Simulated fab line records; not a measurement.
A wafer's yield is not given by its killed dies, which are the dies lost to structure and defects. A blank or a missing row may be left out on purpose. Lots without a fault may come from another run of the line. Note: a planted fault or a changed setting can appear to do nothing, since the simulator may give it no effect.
The tool behind it: which one? | flow sky130 | Sampling: 24 lots, 72 wafers, 2 of 708 route steps

WHAT EACH GAUGE READ, for each wafer
SKY_LI_CONTACT_THK_MEAS_23: measures by xrf. Usual: LI_CONTACT_W_THK typically reads 410 nm, with standard deviation 5.5.
lot  | measured     | on            | LI_CONTACT_W_THK (nm) | flag
L074 | day 28 23:11 | film metro-02 | 411 415 409           |
L075 | day 29 08:54 | film metro-03 | 397 399 402           |
L076 | day 29 13:08 | film metro-02 | 412 408 414           |
L077 | day 30 03:37 | film metro-02 | 412 403 409           |
L078 | day 30 12:53 | film metro-01 | 411 417 408           |
L079 | day 30 14:50 | film metro-03 | 414 409 417           |
L080 | day 31 07:20 | film metro-02 | 406 409 412           |
L081 | day 31 15:18 | film metro-01 | 406 404 407           |
L082 | day 31 20:59 | film metro-01 | 410 404 413           |
L083 | day 32 04:59 | film metro-01 | 413 411 411           |
L084 | day 32 13:25 | film metro-03 | 398 400 400           |
L085 | day 32 21:59 | film metro-01 | 413 411 406           |
L086 | day 33 09:12 | film metro-02 | 414 414 416           |
L087 | day 33 20:56 | film metro-03 | 420 411 421           |
L089 | day 34 01:44 | film metro-02 | 419 415 413           |
L088 | day 34 03:00 | film metro-01 | 405 404 408           |
L091 | day 34 20:39 | film metro-02 | 409 403 407           |
L092 | day 34 22:59 | film metro-03 | 415 418 419           |
L090 | day 34 23:21 | film metro-01 | 407 417 411           |
L093 | day 35 06:16 | film metro-01 | 406 407 405           |
L094 | day 35 12:58 | film metro-01 | 400 401 402           |
L095 | day 35 23:31 | film metro-01 | 415 418 411           |
L096 | day 36 02:05 | film metro-03 | 412 408 409           |
L097 | day 36 10:20 | film metro-01 | 414 420 417           |

WHICH TOOL RAN EACH LOT (tool, then ch and the chambers of the sampled wafers, then the start)
lot  | SKY_POLY_CUT_STRIP_12
L074 | plasma asher-04 ch 0,1, day 24 01:25
L075 | plasma asher-04 ch 1, day 24 12:43
L076 | plasma asher-04 ch 0,1, day 24 16:37
L077 | plasma asher-01 ch 0,1, day 25 07:13
L078 | plasma asher-04 ch 0, day 25 16:22
L079 | plasma asher-02 ch 0,1, day 25 19:49
L080 | plasma asher-02 ch 0,1, day 26 13:37
L081 | plasma asher-01 ch 0,1, day 26 20:04
L082 | plasma asher-01 ch 0,1, day 27 03:51
L083 | plasma asher-04 ch 0,1, day 27 11:23
L084 | plasma asher-02 ch 0,1, day 27 19:58
L085 | plasma asher-02 ch 0, day 28 04:40
L086 | plasma asher-01 ch 0,1, day 28 14:19
L087 | plasma asher-04 ch 0,1, day 29 03:52
L089 | plasma asher-01 ch 0,1, day 29 10:01
L088 | plasma asher-04 ch 0,1, day 29 12:06
L091 | plasma asher-02 ch 0,1, day 30 06:07
L092 | plasma asher-04 ch 0, day 30 06:58
L090 | plasma asher-02 ch 0,1, day 30 07:19
L093 | plasma asher-01 ch 0,1, day 30 15:59
L094 | plasma asher-02 ch 0,1, day 30 23:13
L095 | plasma asher-01 ch 0,1, day 31 09:43
L096 | plasma asher-01 ch 0,1, day 31 13:22
L097 | plasma asher-01 ch 0,1, day 31 20:52
- SKY_POLY_CUT_STRIP_12: strips in O2/N2.

AS READ BY THE TOOLS THEMSELVES (means over the sampled wafers that have a number; for cases with no such wafer, the mark the record gives instead)
SKY_POLY_CUT_STRIP_12. Usual: drypump motor current A 6.1 A, standard deviation 0.31; oes product au 0.452 a.u., standard deviation 0.0047; strip time to endpoint s 5.355 s, standard deviation 0.017.
lot  | tool            | drypump motor current A (A) | oes product au (a.u.) | strip time to endpoint s (s) | flag
L074 | plasma asher-04 | 5.8                         | 0.458                 | 5.361                        |
L075 | plasma asher-04 | 5.9                         | 0.449                 | 5.354                        |
L076 | plasma asher-04 | 5.8                         | 0.452                 | 5.341                        |
L077 | plasma asher-01 | 6.3                         | 0.451                 | 5.346                        |
L078 | plasma asher-04 | 5.7                         | 0.456                 | 5.359                        |
L079 | plasma asher-02 | 6.3                         | 0.451                 | 5.379                        |
L080 | plasma asher-02 | 6.5                         | 0.454                 | 5.353                        |
L081 | plasma asher-01 | 6.2                         | 0.452                 | 5.364                        |
L082 | plasma asher-01 | 6.1                         | 0.451                 | 5.353                        |
L083 | plasma asher-04 | 5.8                         | 0.453                 | 5.337                        |
L084 | plasma asher-02 | 6.5                         | 0.456                 | 5.348                        |
L085 | plasma asher-02 | 6.7                         | 0.450                 | 5.381                        |
L086 | plasma asher-01 | 6.1                         | 0.462                 | 5.355                        |
L087 | plasma asher-04 | 5.8                         | 0.451                 | 5.337                        |
L089 | plasma asher-01 | 6.2                         | 0.449                 | 5.333                        |
L088 | plasma asher-04 | 5.8                         | 0.452                 | 5.355                        |
L091 | plasma asher-02 | 6.5                         | 0.449                 | 5.356                        |
L092 | plasma asher-04 | 5.8                         | 0.451                 | 5.369                        |
L090 | plasma asher-02 | 6.3                         | 0.452                 | 5.364                        |
L093 | plasma asher-01 | 6.3                         | 0.448                 | 5.361                        |
L094 | plasma asher-02 | 6.3                         | 0.450                 | 5.356                        |
L095 | plasma asher-01 | 6.3                         | 0.453                 | 5.364                        |
L096 | plasma asher-01 | 6.2                         | 0.452                 | 5.354                        |
L097 | plasma asher-01 | 6.3                         | 0.452                 | 5.347                        |

THE ANSWER, worked out from the rows above alone
Rule: lot off if the mean of its wafers having a number is beyond 3 standard deviations from the usual mean. A lot without any number at a reading at which 4 lots or more have one is off too. Any other lot the step has rows for is counted as sound. Order of review: gauges by route order, followed by the tools' own readings, for which a lot's mean as printed above is used. The first step at which some lot is off is used, and at that step the reading that is off furthest; a lot without a number counts as furthest.
No lot is off on any of the readings shown, so nothing can be concluded from this.

WHAT THE SIMULATOR PUT IN
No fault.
